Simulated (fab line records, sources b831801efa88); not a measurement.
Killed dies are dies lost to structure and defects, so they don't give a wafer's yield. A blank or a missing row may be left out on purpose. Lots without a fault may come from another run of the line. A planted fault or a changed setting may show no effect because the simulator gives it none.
Which tool did it? | flow gf180mcu | 12 lots, 35 wafers sampled, at 6 steps of a route of 602

WHAT THE GAUGES READ, wafer by wafer
GF_HV_LDD_CD_MEAS_31: target cd 400 nm. Usual: cd_nm 399.6 nm, standard deviation 2.7.
lot  | measured     | on        | cd_nm (nm)        | flag
L691 | day 11 11:40 | cd_sem-01 | 397.8 398.2 398.6 |
L692 | day 11 20:35 | cd_sem-01 | 399.2 401.0 400.5 |
L695 | day 12 19:53 | cd_sem-02 | 404.8 400.5 400.8 |
L696 | day 13 05:01 | cd_sem-02 | 399.1 401.2 400.2 |
L698 | day 13 17:10 | cd_sem-01 | 396.8 397.4       |
L704 | day 15 23:32 | cd_sem-01 | 401.4 400.1 402.4 |
L705 | day 16 00:39 | cd_sem-02 | 401.5 400.8 401.9 |
L706 | day 16 14:22 | cd_sem-01 | 399.8 399.4 400.2 |
L710 | day 18 05:02 | cd_sem-01 | 396.0 396.0 395.1 |
L711 | day 18 07:58 | cd_sem-01 | 401.4 400.9 399.9 |
L713 | day 18 15:11 | cd_sem-01 | 400.1 402.7 399.6 |
L714 | day 19 03:56 | cd_sem-02 | 397.5 395.8 397.0 |

GF_PSD_RS_MEAS_14: measures by four-point-probe. Usual: NSD_RS 46.12 ohm/sq, standard deviation 0.086.
lot  | measured     | on            | NSD_RS (ohm/sq)   | flag
L691 | day 14 02:38 | film_metro-01 | 46.11 46.02 46.02 |
L692 | day 14 11:35 | film_metro-04 | 46.12 46.18 46.14 |
L695 | day 15 13:23 | film_metro-01 | 46.09 48.07 45.91 | OFF
L696 | day 15 23:22 | film_metro-01 | 46.19 48.00 46.09 | OFF
L698 | day 16 12:48 | film_metro-04 | 48.22 46.26       | OFF
L704 | day 19 03:41 | film_metro-03 | 46.08 46.04 46.04 |
L705 | day 19 04:42 | film_metro-04 | 46.20 46.17 46.16 |
L706 | day 19 18:34 | film_metro-01 | 46.14 46.15 46.15 |
L710 | day 21 11:05 | film_metro-04 | 46.16 46.18 46.18 |
L711 | day 21 14:27 | film_metro-01 | 46.14 46.04 46.09 |
L713 | day 21 21:14 | film_metro-03 | 46.24 46.20 46.20 |
L714 | day 22 10:08 | film_metro-04 | 46.10 46.18 46.09 |

GF_PSD_RS_MEAS_15: measures by four-point-probe. Usual: PSD_RS 108.54 ohm/sq, standard deviation 0.28.
lot  | measured     | on            | PSD_RS (ohm/sq)      | flag
L691 | day 14 02:45 | film_metro-01 | 108.64 108.52 108.16 |
L692 | day 14 11:42 | film_metro-04 | 108.44 108.67 108.54 |
L695 | day 15 13:30 | film_metro-01 | 108.56 113.79 108.34 | OFF
L696 | day 15 23:29 | film_metro-01 | 108.28 113.91 108.33 | OFF
L698 | day 16 12:55 | film_metro-04 | 114.36 108.46        | OFF
L704 | day 19 03:49 | film_metro-03 | 108.27 108.60 108.61 |
L705 | day 19 04:49 | film_metro-04 | 108.90 108.47 108.78 |
L706 | day 19 18:41 | film_metro-01 | 108.64 108.46 108.64 |
L710 | day 21 11:12 | film_metro-04 | 108.01 108.38 108.49 |
L711 | day 21 14:34 | film_metro-01 | 108.62 108.16 108.42 |
L713 | day 21 21:22 | film_metro-03 | 108.99 109.12 109.07 |
L714 | day 22 10:15 | film_metro-04 | 108.29 108.69 108.57 |

WHICH TOOL RAN EACH LOT (tool, then ch and the chambers of the sampled wafers, then the start)
lot  | GF_HV_LDD_STRIP_49                   | GF_HV_LDD_ETCHBACK_58              | GF_PSD_RTA_13
L691 | plasma_asher-01 ch 0,1, day 12 07:45 | rie_diel-02 ch 1,2, day 12 10:43   | rtp_anneal-01 ch 0, day 14 02:32
L692 | plasma_asher-01 ch 0,1, day 12 16:06 | rie_diel-02 ch 0,2, day 12 19:02   | rtp_anneal-02 ch 0, day 14 11:29
L695 | plasma_asher-02 ch 0,1, day 13 16:22 | rie_diel-02 ch 0,1, day 13 19:20   | rtp_anneal-01 ch 0, day 15 13:18
L696 | plasma_asher-01 ch 1, day 14 01:41   | rie_diel-02 ch 0,1,3, day 14 04:38 | rtp_anneal-01 ch 0, day 15 23:17
L698 | plasma_asher-03 ch 0,1, day 14 14:26 | rie_diel-02 ch 0,3, day 14 17:22   | rtp_anneal-01 ch 0, day 16 12:43
L704 | plasma_asher-03 ch 0,1, day 16 22:57 | rie_diel-01 ch 0,3, day 17 02:58   | rtp_anneal-01 ch 0, day 19 03:37
L705 | plasma_asher-03 ch 0,1, day 16 23:45 | rie_diel-02 ch 0,1,2, day 17 04:14 | rtp_anneal-02 ch 0, day 19 04:35
L706 | plasma_asher-02 ch 0,1, day 17 14:03 | rie_diel-03 ch 0,3, day 17 17:01   | rtp_anneal-02 ch 0, day 19 18:29
L710 | plasma_asher-03 ch 0,1, day 19 06:43 | rie_diel-03 ch 2,3, day 19 09:41   | rtp_anneal-01 ch 0, day 21 10:59
L711 | plasma_asher-02 ch 0,1, day 19 08:55 | rie_diel-01 ch 1,2,3, day 19 12:43 | rtp_anneal-01 ch 0, day 21 14:22
L713 | plasma_asher-03 ch 0,1, day 19 16:58 | rie_diel-02 ch 0,1,3, day 19 19:59 | rtp_anneal-01 ch 0, day 21 21:10
L714 | plasma_asher-02 ch 0, day 20 05:43   | rie_diel-03 ch 0,1,2, day 20 09:24 | rtp_anneal-01 ch 0, day 22 10:02
- GF_HV_LDD_STRIP_49: strips in O2/N2.
- GF_HV_LDD_ETCHBACK_58: etches Si3N4 in CH3F/O2, stops on SiO2, time 100 s, target depth 90 nm.
- GF_PSD_RTA_13: time 20 s.

WHAT THE TOOLS THEMSELVES READ (means of the sampled wafers that have a number; where no wafer has one, the mark that the record gives instead)
GF_HV_LDD_STRIP_49. Usual: drypump_motor_current_A 5.8 A, standard deviation 0.49; heater_power_w 325 W, standard deviation 53; oes_product_au 0.716 a.u., standard deviation 0.0047; strip_time_to_endpoint_s 12.64 s, standard deviation 0.034.
lot  | tool            | drypump_motor_current_A (A) | heater_power_w (W) | oes_product_au (a.u.) | strip_time_to_endpoint_s (s) | flag
L691 | plasma_asher-01 | 5.1                         | 290                | 0.711                 | 12.69                        |
L692 | plasma_asher-01 | 5.4                         | 282                | 0.714                 | 12.63                        |
L695 | plasma_asher-02 | 6.0                         | 309                | 0.714                 | 12.65                        |
L696 | plasma_asher-01 | 4.9                         | 297                | 0.719                 | 12.61                        |
L698 | plasma_asher-03 | 6.2                         | 396                | 0.717                 | 12.62                        |
L704 | plasma_asher-03 | 6.2                         | 410                | 0.712                 | 12.69                        |
L705 | plasma_asher-03 | 6.1                         | 407                | 0.716                 | 12.59                        |
L706 | plasma_asher-02 | 5.7                         | 314                | 0.715                 | 12.58                        |
L710 | plasma_asher-03 | 6.2                         | 407                | 0.715                 | 12.62                        |
L711 | plasma_asher-02 | 5.7                         | 303                | 0.715                 | 12.66                        |
L713 | plasma_asher-03 | 6.3                         | 374                | 0.716                 | 12.63                        |
L714 | plasma_asher-02 | 6.2                         | 310                | 0.717                 | 12.65                        |

GF_HV_LDD_ETCHBACK_58. Usual: drypump_motor_current_A 5.83 A, standard deviation 0.25; oes_product_au 0.841 a.u., standard deviation 0.0062; throttle_valve_pct 10.562 %, standard deviation 0.01.
lot  | tool        | drypump_motor_current_A (A) | oes_product_au (a.u.) | throttle_valve_pct (%) | flag
L691 | rie_diel-02 | 5.89                        | 0.841                 | 10.558                 |
L692 | rie_diel-02 | 5.95                        | 0.846                 | 10.559                 |
L695 | rie_diel-02 | 5.98                        | 0.836                 | 10.566                 |
L696 | rie_diel-02 | 5.87                        | 0.842                 | 10.551                 |
L698 | rie_diel-02 | 5.83                        | 0.835                 | 10.570                 |
L704 | rie_diel-01 | 5.71                        | 0.842                 | 10.559                 |
L705 | rie_diel-02 | 5.91                        | 0.843                 | 10.546                 |
L706 | rie_diel-03 | 5.67                        | 0.844                 | 10.552                 |
L710 | rie_diel-03 | 5.98                        | 0.846                 | 10.574                 |
L711 | rie_diel-01 | 5.86                        | 0.842                 | 10.550                 |
L713 | rie_diel-02 | 5.88                        | 0.840                 | 10.566                 |
L714 | rie_diel-03 | 5.93                        | 0.850                 | 10.563                 |

GF_PSD_RTA_13. Usual: lamp_power_pct 38.5 %, standard deviation 0.4; run_length_s 48.6 s, standard deviation 0.5; wafer_temp_C_max 1029.2, standard deviation 1.2.
lot  | tool          | lamp_power_pct (%) | run_length_s (s) | wafer_temp_C_max | flag
L691 | rtp_anneal-01 | 38.8               | 48.6             | 1028.3           |
L692 | rtp_anneal-02 | 38.0               | 48.5             | 1030.2           |
L695 | rtp_anneal-01 | 38.8               | 45.9             | 1029.1           | OFF
L696 | rtp_anneal-01 | 38.7               | 46.1             | 1028.4           | OFF
L698 | rtp_anneal-01 | 38.8               | 44.9             | 1027.8           | OFF
L704 | rtp_anneal-01 | 38.8               | 48.4             | 1027.7           |
L705 | rtp_anneal-02 | 38.0               | 48.4             | 1029.6           |
L706 | rtp_anneal-02 | 38.0               | 48.6             | 1029.8           |
L710 | rtp_anneal-01 | 38.8               | 48.4             | 1028.8           |
L711 | rtp_anneal-01 | 38.8               | 48.3             | 1028.2           |
L713 | rtp_anneal-01 | 38.8               | 48.6             | 1029.2           |
L714 | rtp_anneal-01 | 38.8               | 48.5             | 1028.5           |

THE ANSWER, worked out from the rows above alone
Rule: a lot is off if the mean of its wafers that have a number lies more than 3 standard deviations from the usual mean. A lot without any number at a reading at which 4 lots or more have one is off too. The other lots that the step has rows for count as sound. The gauges are gone through in route order, then the tools' own readings, and for those a lot's mean is taken as printed above. The first step at which some lot is off is used, and at that step the reading that is off furthest; a lot without a number counts as furthest.
Off: L695, L696, L698, at GF_PSD_RS_MEAS_14 (NSD_RS).
A tool fits if, at a process step before that reading, it ran every lot that is off, and no sound lot after the first of them. The gauges at GF_PSD_RS_MEAS_14 aren't tried: what is off there is off at GF_PSD_RTA_13 too, on other tools, and a gauge's error can't cause that. None of those tried fits.

WHAT THE SIMULATOR HAD PUT IN
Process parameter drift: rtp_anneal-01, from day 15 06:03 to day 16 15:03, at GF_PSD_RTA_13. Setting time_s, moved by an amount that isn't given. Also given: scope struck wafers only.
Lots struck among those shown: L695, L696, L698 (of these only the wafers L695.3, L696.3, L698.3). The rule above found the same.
